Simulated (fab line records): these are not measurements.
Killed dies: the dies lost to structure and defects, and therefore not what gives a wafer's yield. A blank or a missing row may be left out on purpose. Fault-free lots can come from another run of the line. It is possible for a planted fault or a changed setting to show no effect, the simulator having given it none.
Chamber matching -- flow gf180mcu -- GF_V2_CMP_26 on cmp-01: 4 sister chambers
The step polishes, stops on SiO2, t overpolish 15 s, target thk 0 nm. 4 wafers are shown with their chamber, then 12 later ones without.

## WAFERS WITH THEIR CHAMBER
wafer,chamber,motor-current-A (A)
L083.1,1,11.6
L084.6,0,9.3
L088.3,2,11.7
L088.6,3,9.4

## WAFERS WITHOUT THEIR CHAMBER
wafer,motor-current-A (A)
L089.3,12.1
L089.4,9.6
L089.6,8.8
L090.1,11.9
L090.2,11.4
L090.3,9.2
L092.3,11.6
L092.4,9.4
L092.6,8.5
L097.3,11.6
L097.4,11.9
L097.5,11.6

## EACH ONE'S CHAMBER
wafer,from the rows above,in truth
L089.3,can't be placed: 2 or 1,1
L089.4,can't be placed: 3 or 0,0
L089.6,can't be placed: 0 or 3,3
L090.1,can't be placed: 2 or 1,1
L090.2,can't be placed: 1 or 2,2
L090.3,can't be placed: 0 or 3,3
L092.3,can't be placed: 1 or 2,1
L092.4,can't be placed: 3 or 0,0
L092.6,can't be placed: 0 or 3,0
L097.3,can't be placed: 1 or 2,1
L097.4,can't be placed: 2 or 1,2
L097.5,can't be placed: 1 or 2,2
Placed correctly: 0 of 12. Can't be placed from these rows: 12 (the true chamber is among the candidates in 12). Number placed wrongly: 0.
How it was worked out, from the rows above alone: a wafer's distance from a chamber is the root of the sum, over the readings, of the square of ((its reading less the chamber's mean) divided by the reading's scatter). If the next closest chamber is less than 2 further off than the closest, the wafer can't be placed; otherwise it belongs to the closest. Each chamber's mean is taken over the wafers shown for it. The scatter: with one shown wafer a chamber, the root of the mean of the squares of how far each hidden wafer lies from its nearest shown one.
